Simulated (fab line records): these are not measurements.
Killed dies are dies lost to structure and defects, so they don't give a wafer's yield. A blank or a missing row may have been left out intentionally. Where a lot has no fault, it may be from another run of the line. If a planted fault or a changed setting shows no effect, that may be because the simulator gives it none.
fab line records + flow sfqLine
record:
- lots: 6
- wafers: 18
- lastDay: 85
route steps=325 shown M6@255 I6@266
lots that met no fault: from a run of the same line without faults
startH: the number of hours between the record's first day and the start of the first shown wafer of the lot + waitH: time in hours since the lot's previous step + " the same as in the row above + L1.1+2: a single row standing in for several wafers + - no value, or no start given + * or withheld: withheld + < > ~ a bound
route shown NAME@n: NAME is a module with steps in the file, n the number in the route of the first one + usual: average and standard deviation across the fault-free wafers + same: alike in all rows + chamber/n: place in a boat + sites: per-site readings + _std_site: standard deviation across them + _edge_site: mean of outer sites minus mean of inner sites + radiusMm: how far each site lies from the wafer's centre + mask NAME#n: copy n + behind: tool/chamber where the wafer was last shaped + hold: cause of the lot's hold/its duration in hours/its outcome + device: transistor that didn't switch, given as n, p or np + end of line: the tests these same wafers got at the end of their route + where a step has no rows: the recipe by itself + killed: dies that structure and defects cost at the first sort, which is not the same as the wafer's yield + map: a wafer's dies, marking killed ones x, the rest . and places with no die _
set.NAME: setting as actually run; set.NAME@STEP: the setting as run at that earlier step + model.NAME: the simulator's own value behind a step, which no gauge read
lots at some steps of the route; a table a step, a row a wafer
services: from which hour (startH, from the record's first day; less than 0 if before it) a tool's chamber was out of use, for how many hours, and why
== steps ==
step: SFQ_TRILAYER_M6_LITHO_COAT_164
recipe:
- resist: BARC
- spinRpm: 3000
- resistThkNm: 62
step: SFQ_TRILAYER_M6_LITHO_COAT_159
recipe:
- resist: KrF
- spinRpm: 3000
- resistThkNm: 600
step: SFQ_TRILAYER_M6_LITHO_SOFTBAKE_163
recipe:
- tempC: withheld
- timeS: withheld
- resist: KrF
step: SFQ_TRILAYER_M6_LITHO_EXPOSE_160
recipe:
- maskId: M6
- na: 0.6
- sourceShape: conventional
- sigmaOuter: 0.65
- targetCdNm: 500
- doseMj: 14.4
step: SFQ_TRILAYER_M6_LITHO_PEB_162
recipe:
- pebTempC: 115
- pebTimeS: 60
- resist: KrF
step: SFQ_TRILAYER_M6_LITHO_DEVELOP_161
recipe:
- timeS: 60
- resist: KrF
step: SFQ_M6_OVL_MEAS_940
usual:
- M6_OVL: 0/5.2
| lot.wafer | tool       | chamber | startH  | waitH | M6_OVL[nm] |
|-----------|------------|---------|---------|-------|------------|
| L594.2    | overlay-01 | -       | 1633.59 | 0.1   | 0          |
| L594.5    | "          | -       | "       | "     | 1          |
| L594.6    | "          | -       | "       | "     | 0          |
| L596.1    | overlay-02 | -       | 1636.28 | 0.1   | -4         |
| L596.3    | "          | -       | "       | "     | 1          |
| L596.4    | "          | -       | "       | "     | -2         |
| L600.1    | overlay-01 | -       | 1805.52 | 0.1   | -1         |
| L600.4    | "          | -       | "       | "     | -6         |
| L600.5    | "          | -       | "       | "     | 5          |
| L603.1    | overlay-01 | -       | 1810.32 | 0.1   | 3          |
| L603.4    | "          | -       | "       | "     | 6          |
| L603.5    | "          | -       | "       | "     | 6          |
| L607.2    | overlay-02 | -       | 1820.41 | 0.1   | -4         |
| L607.4    | "          | -       | "       | "     | -8         |
| L607.6    | "          | -       | "       | "     | -5         |
| L608.4    | overlay-02 | -       | 1822.82 | 0.1   | 5          |
| L608.5    | "          | -       | "       | "     | 6          |
| L608.6    | "          | -       | "       | "     | 6          |
step: SFQ_TRILAYER_M6_BARC_OPEN_METAL_ETCH_206
recipe:
- maskMaterial: PR
- chemistry: O2
- targetDepthNm: 125
- target: BARC
- icpW: 600
- biasW: 80
- pressureMtorr: 10
- timeS: 41.7
usual:
- drypumpMotorCurrentA: 5.6/0.49
- oesProductAu: 0.685/0.0042
same:
- timeS: 41.7
| lot.wafer | tool        | chamber | startH  | waitH | drypumpMotorCurrentA | oesProductAu | rfHoursCounterH |
|-----------|-------------|---------|---------|-------|----------------------|--------------|-----------------|
| L594.2    | rieMetal-01 | 1       | 1633.62 | 0.0   | 5.4                  | 0.683        | 72              |
| L594.5    | "           | 0       | "       | "     | 5.3                  | 0.680        | -               |
| L594.6    | "           | 1       | "       | "     | 5.4                  | 0.679        | -               |
| L596.1    | rieMetal-01 | 1       | 1636.31 | 0.0   | 5.4                  | 0.694        | 72              |
| L596.3    | "           | 1       | "       | "     | 5.4                  | 0.689        | -               |
| L596.4    | "           | 0       | "       | "     | 5.3                  | 0.684        | -               |
| L600.1    | rieMetal-03 | 0       | 1805.56 | 0.0   | 5.1                  | 0.685        | 113             |
| L600.4    | "           | 0       | "       | "     | 5.1                  | 0.682        | -               |
| L600.5    | "           | 1       | "       | "     | 6.4                  | 0.685        | -               |
| L603.1    | rieMetal-03 | 1       | 1810.36 | 0.0   | 6.4                  | 0.687        | 83              |
| L603.4    | "           | 1       | "       | "     | 6.4                  | 0.684        | -               |
| L603.5    | "           | 0       | "       | "     | 5.1                  | 0.684        | -               |
| L607.2    | rieMetal-03 | 0       | 1820.44 | 0.0   | 5.1                  | 0.682        | 116             |
| L607.4    | "           | 1       | "       | "     | 6.4                  | 0.675        | -               |
| L607.6    | "           | 1       | "       | "     | 6.4                  | 0.678        | -               |
| L608.4    | rieMetal-03 | 1       | 1822.86 | 0.0   | 6.4                  | 0.686        | -               |
| L608.5    | "           | 1       | "       | "     | 6.4                  | 0.674        | -               |
| L608.6    | "           | 0       | "       | "     | 5.1                  | 0.690        | -               |
step: SFQ_TRILAYER_M6_ETCH_METAL_ETCH_162
recipe:
- target: Nb
- stopOn: SiO2
- maskMaterial: PR
- chemistry: Cl2/Ar
- targetDepthNm: 240
- icpW: 600
- biasW: 80
- pressureMtorr: 10
- timeS: 120
usual:
- drypumpMotorCurrentA: 5.6/0.49
- oesProductAu: 0.894/0.0064
same:
- timeS: 120
| lot.wafer | tool        | chamber | startH  | waitH | drypumpMotorCurrentA | oesProductAu | rfHoursCounterH |
|-----------|-------------|---------|---------|-------|----------------------|--------------|-----------------|
| L594.2    | rieMetal-01 | 1       | 1633.68 | 0.0   | 5.4                  | 0.884        | 72              |
| L594.5    | "           | 0       | "       | "     | 5.3                  | 0.889        | -               |
| L594.6    | "           | 1       | "       | "     | 5.4                  | 0.878        | -               |
| L596.1    | rieMetal-01 | 1       | 1636.37 | 0.0   | 5.4                  | 0.898        | 72              |
| L596.3    | "           | 1       | "       | "     | 5.4                  | 0.889        | -               |
| L596.4    | "           | 0       | "       | "     | 5.3                  | 0.898        | -               |
| L600.1    | rieMetal-03 | 0       | 1805.62 | 0.0   | 5.1                  | 0.888        | 113             |
| L600.4    | "           | 0       | "       | "     | 5.2                  | 0.888        | -               |
| L600.5    | "           | 1       | "       | "     | 6.4                  | 0.900        | -               |
| L603.1    | rieMetal-03 | 1       | 1810.42 | 0.0   | 6.4                  | 0.888        | 83              |
| L603.4    | "           | 1       | "       | "     | 6.4                  | 0.890        | -               |
| L603.5    | "           | 0       | "       | "     | 5.1                  | 0.890        | -               |
| L607.2    | rieMetal-03 | 0       | 1820.50 | 0.0   | 5.2                  | 0.887        | 116             |
| L607.4    | "           | 1       | "       | "     | 6.4                  | 0.897        | -               |
| L607.6    | "           | 1       | "       | "     | 6.4                  | 0.897        | -               |
| L608.4    | rieMetal-03 | 1       | 1822.94 | 0.1   | 6.4                  | 0.905        | -               |
| L608.5    | "           | 1       | "       | "     | 6.4                  | 0.897        | -               |
| L608.6    | "           | 0       | "       | "     | 5.1                  | 0.894        | -               |
step: SFQ_TRILAYER_M6_STRIP_STRIP_163
recipe:
- gas: O2
- powerW: 200
- platenTempC: 40
- overashFraction: 0.65
- chemistry: O2
- pressureMtorr: 50
usual:
- drypumpMotorCurrentA: 5.6/0.49
- oesProductAu: 0.999/0.0077
| lot.wafer | tool        | chamber | startH  | waitH | drypumpMotorCurrentA | oesProductAu | rfHoursCounterH |
|-----------|-------------|---------|---------|-------|----------------------|--------------|-----------------|
| L594.2    | rieMetal-01 | 1       | 1633.81 | 0.1   | 5.4                  | 0.998        | 72              |
| L594.5    | "           | 0       | "       | "     | 5.3                  | 0.990        | -               |
| L594.6    | "           | 1       | "       | "     | 5.4                  | 1.003        | -               |
| L596.1    | rieMetal-01 | 1       | 1636.50 | 0.1   | 5.4                  | 1.009        | 73              |
| L596.3    | "           | 1       | "       | "     | 5.4                  | 0.997        | -               |
| L596.4    | "           | 0       | "       | "     | 5.4                  | 1.001        | -               |
| L600.1    | rieMetal-03 | 0       | 1805.74 | 0.1   | 5.1                  | 0.998        | 113             |
| L600.4    | "           | 0       | "       | "     | 5.1                  | 0.998        | -               |
| L600.5    | "           | 1       | "       | "     | 6.4                  | 1.013        | -               |
| L603.1    | rieMetal-03 | 1       | 1810.54 | 0.1   | 6.4                  | 0.995        | 83              |
| L603.4    | "           | 1       | "       | "     | 6.4                  | 0.995        | -               |
| L603.5    | "           | 0       | "       | "     | 5.1                  | 1.002        | -               |
| L607.2    | rieMetal-03 | 0       | 1820.62 | 0.1   | 5.1                  | 0.999        | 116             |
| L607.4    | "           | 1       | "       | "     | 6.4                  | 0.997        | -               |
| L607.6    | "           | 1       | "       | "     | 6.4                  | 0.999        | -               |
| L608.4    | rieMetal-03 | 1       | 1823.22 | 0.2   | 6.4                  | 1.003        | -               |
| L608.5    | "           | 1       | "       | "     | 6.4                  | 0.988        | -               |
| L608.6    | "           | 0       | "       | "     | 5.1                  | 0.998        | -               |
step: SFQ_TRILAYER_M6_STRIP_SOLV_CLEAN_164
recipe:
- chemistry: NMP
- tempC: 70
- timeS: 600
step: SFQ_TRILAYER_I6_DEP_PECVD_165
recipe:
- material: SiO2
- tempC: 150
- timeS: 111.11
- pressureTorr: 2.4
- rfW: 183.3
- precursor: SiH4/N2O
- targetThkNm: 500
usual:
- heaterPowerW: 95/24
- rfFwdPowerW: 182.2/0.66
- showerheadVppV: 816/43
- throttleValvePct: 24.8/1.1
same:
- timeS: 111.11
| lot.wafer | tool     | chamber | startH  | waitH | heaterPowerW | rfFwdPowerW | showerheadVppV | throttleValvePct | model.SiO2_of_TRILAYER_I6_DEP_PECVD_165.thkNm |
|-----------|----------|---------|---------|-------|--------------|-------------|----------------|------------------|-----------------------------------------------|
| L594.2    | pecvd-03 | 0       | 1634.58 | 0.0   | 94           | 181.9       | 759            | 24.2             | 492.6                                         |
| L594.5    | "        | 0       | "       | "     | 95           | 182.7       | 754            | 24.1             | 496                                           |
| L594.6    | "        | 1       | "       | "     | 66           | 182.3       | 809            | 25.0             | 495.9                                         |
| L596.1    | pecvd-03 | 1       | 1637.27 | 0.0   | 74           | 181.8       | 815            | 25.0             | 488.9                                         |
| L596.3    | "        | 0       | "       | "     | 94           | 183.6       | 751            | 23.9             | 498                                           |
| L596.4    | "        | 1       | "       | "     | 61           | 181.9       | 798            | 24.8             | 508.4                                         |
| L600.1    | pecvd-03 | 1       | 1806.53 | 0.0   | 100          | 108.5       | 635            | 25.2             | 422.9                                         |
| L600.4    | "        | 1       | "       | "     | 101          | 108.8       | 628            | 25.3             | 431.5                                         |
| L600.5    | "        | 0       | "       | "     | 122          | 109.7       | 582            | 24.3             | 432                                           |
| L603.1    | pecvd-03 | 2       | 1811.33 | 0.0   | 146          | 108.5       | 647            | 23.7             | 419.9                                         |
| L603.4    | "        | 0       | "       | "     | 117          | 109.8       | 591            | 24.7             | 422.6                                         |
| L603.5    | "        | 2       | "       | "     | 151          | 109.6       | 641            | 23.4             | 428.3                                         |
| L607.2    | pecvd-04 | 0       | 1821.41 | 0.0   | 99           | 181.6       | 761            | 25.2             | 497.8                                         |
| L607.4    | "        | 2       | "       | "     | 150          | 182.2       | 823            | 24.7             | 511                                           |
| L607.6    | "        | 1       | "       | "     | 76           | 182.1       | 805            | 25.0             | 504.2                                         |
| L608.4    | pecvd-02 | 0       | 1823.85 | 0.0   | 79           | 181.5       | 860            | 27.0             | 502.6                                         |
| L608.5    | "        | 2       | "       | "     | 69           | 182.1       | 898            | 25.9             | 503.1                                         |
| L608.6    | "        | 1       | "       | "     | 85           | 182.7       | 818            | 23.0             | 506.6                                         |
step: SFQ_TRILAYER_I6_CMP_CMP_166
recipe:
- material: SiO2
- downForcePsi: 3
- platenRpm: 60
- padVelocityMS: 0.94248
usual:
- motorCurrentA: 9.7/0.89
- timeToEndpointS: 218/8
| lot.wafer | tool   | chamber | startH  | waitH | motorCurrentA | timeToEndpointS |
|-----------|--------|---------|---------|-------|---------------|-----------------|
| L594.2    | cmp-01 | 3       | 1634.66 | 0.0   | 8.5           | 217             |
| L594.5    | "      | 3       | 1636.66 | 2.0   | 8.8           | 219             |
| L594.6    | "      | 0       | "       | "     | 9.9           | 215             |
| L596.3    | cmp-02 | 3       | 1639.19 | 1.8   | 11.8          | 204             |
| L596.1    | "      | 1       | 1640.19 | 2.9   | 10.4          | 198             |
| L596.4    | "      | 2       | "       | "     | 9.8           | 211             |
| L600.4    | cmp-01 | 2       | 1807.11 | 0.5   | 9.5           | 168             |
| L600.1    | "      | 3       | "       | "     | 8.9           | 162             |
| L600.5    | "      | 1       | 1808.61 | 2.0   | 9.4           | 165             |
| L603.1    | cmp-01 | 0       | 1813.61 | 2.2   | 9.9           | 160             |
| L603.4    | "      | 1       | "       | "     | 10.0          | 162             |
| L603.5    | "      | 3       | 1815.11 | 3.7   | 8.7           | 167             |
| L607.2    | cmp-01 | 1       | 1821.61 | 0.2   | 9.6           | 224             |
| L607.4    | "      | 3       | 1822.61 | 1.1   | 8.4           | 235             |
| L607.6    | "      | 2       | 1824.11 | 2.6   | 9.2           | 233             |
| L608.4    | cmp-02 | 1       | 1824.39 | 0.5   | 10.2          | 218             |
| L608.6    | "      | 0       | 1825.89 | 2.0   | 9.7           | 217             |
| L608.5    | "      | 1       | "       | "     | 10.2          | 215             |
step: SFQ_I6_BOW_MEAS_941
recipe:
- mode: bow
usual:
- I6_BOW: 5/11
| lot.wafer | tool         | chamber | startH  | waitH | I6_BOW[um] |
|-----------|--------------|---------|---------|-------|------------|
| L594.2    | filmMetro-01 | -       | 1637.68 | 2.5   | 5          |
| L594.5    | "            | -       | "       | "     | 3          |
| L594.6    | "            | -       | "       | "     | 6          |
| L596.1    | filmMetro-02 | -       | 1642.19 | 1.5   | 4          |
| L596.3    | "            | -       | "       | "     | 7          |
| L596.4    | "            | -       | "       | "     | 2          |
| L600.1    | filmMetro-03 | -       | 1809.61 | 1.5   | 15         |
| L600.4    | "            | -       | "       | "     | 18         |
| L600.5    | "            | -       | "       | "     | 18         |
| L603.1    | filmMetro-02 | -       | 1815.61 | 1.5   | -10        |
| L603.4    | "            | -       | "       | "     | -25        |
| L603.5    | "            | -       | "       | "     | -16        |
| L607.2    | filmMetro-01 | -       | 1824.63 | 2.5   | -1         |
| L607.4    | "            | -       | "       | "     | 4          |
| L607.6    | "            | -       | "       | "     | -8         |
| L608.4    | filmMetro-01 | -       | 1826.95 | 2.1   | 7          |
| L608.5    | "            | -       | "       | "     | 3          |
| L608.6    | "            | -       | "       | "     | 19         |
== services ==
| tool        | chamber | startH  | hours | kind                          |
|-------------|---------|---------|-------|-------------------------------|
| rieMetal-01 | -       | 1611.03 | 1.4   | pm                            |
| pecvd-04    | 1       | 1615.97 | 37.2  | repair                        |
| cmp-02      | -       | 1623.91 | 4.6   | pm                            |
| pecvd-03    | 2       | 1636.05 | 16.8  | repair                        |
| rieMetal-01 | 0       | 1650.57 | -     | clean                         |
| rieMetal-01 | 0       | 1650.57 | -     | consumableReplace:focusRing   |
| rieMetal-01 | 0       | 1650.57 | 15.8  | scheduledDown                 |
| rieMetal-01 | 0       | 1650.57 | 15.8  | ventCycle                     |
| pecvd-04    | -       | 1664.61 | 5.5   | pm                            |
| rieMetal-03 | 1       | 1666.57 | 6.3   | repair                        |
| pecvd-03    | -       | 1675.09 | 0.4   | repair                        |
| cmp-01      | -       | 1696.00 | 16.6  | repair                        |
| pecvd-04    | 1       | 1699.56 | 7.4   | repair                        |
| pecvd-03    | 2       | 1699.94 | 4.3   | repair                        |
| pecvd-04    | 0       | 1735.24 | 7.8   | repair                        |
| pecvd-03    | -       | 1737.88 | 0.5   | repair                        |
| pecvd-03    | -       | 1744.71 | 6.0   | pm                            |
| cmp-02      | -       | 1756.25 | 2.6   | repair                        |
| cmp-01      | -       | 1760.06 | 1.0   | repair                        |
| cmp-01      | -       | 1774.31 | 4.0   | pm                            |
| cmp-01      | -       | 1778.31 | -     | consumableReplace:conditioner |
| cmp-01      | -       | 1778.31 | -     | consumableReplace:pad         |
| rieMetal-03 | -       | 1817.67 | 0.1   | repair                        |
== key ==
firstSign:
- step: SFQ_TRILAYER_I6_DEP_PECVD_165
- reading: rfFwdPowerW
- direction: down
- sigmas: 99+
- usual: 182.2
- struck: 109.2
effect:
- step: SFQ_TRILAYER_I6_DEP_PECVD_165
- reading: showerheadVppV
- direction: down
- sigmas: 4.5
- usual: 816
- struck: 621
effect:
- step: SFQ_TRILAYER_I6_CMP_CMP_166
- reading: timeToEndpointS
- direction: down
- sigmas: 6.7
- usual: *
- struck: *
modelEffect:
- step: SFQ_TRILAYER_I6_DEP_PECVD_165
- value: SiO2_of_TRILAYER_I6_DEP_PECVD_165.thkNm
- without: 497.4
- struck: 426.2
metAt SFQ_TRILAYER_I6_DEP_PECVD_165
struckWafers L600.1,L600.4,L600.5,L603.1,L603.4,L603.5
onsetBetween 1637.27 1806.53
fault:
- kind: processParameterDrift
- tool: pecvd-03
- chamber: -
- onsetH: 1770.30
- steps: SFQ_TRILAYER_I6_DEP_PECVD_165
- channel: rfW
- offset: -73.32
- shape: step
- endH: 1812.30
- actsIn: theseRecipesOnly
- stated: 183.3
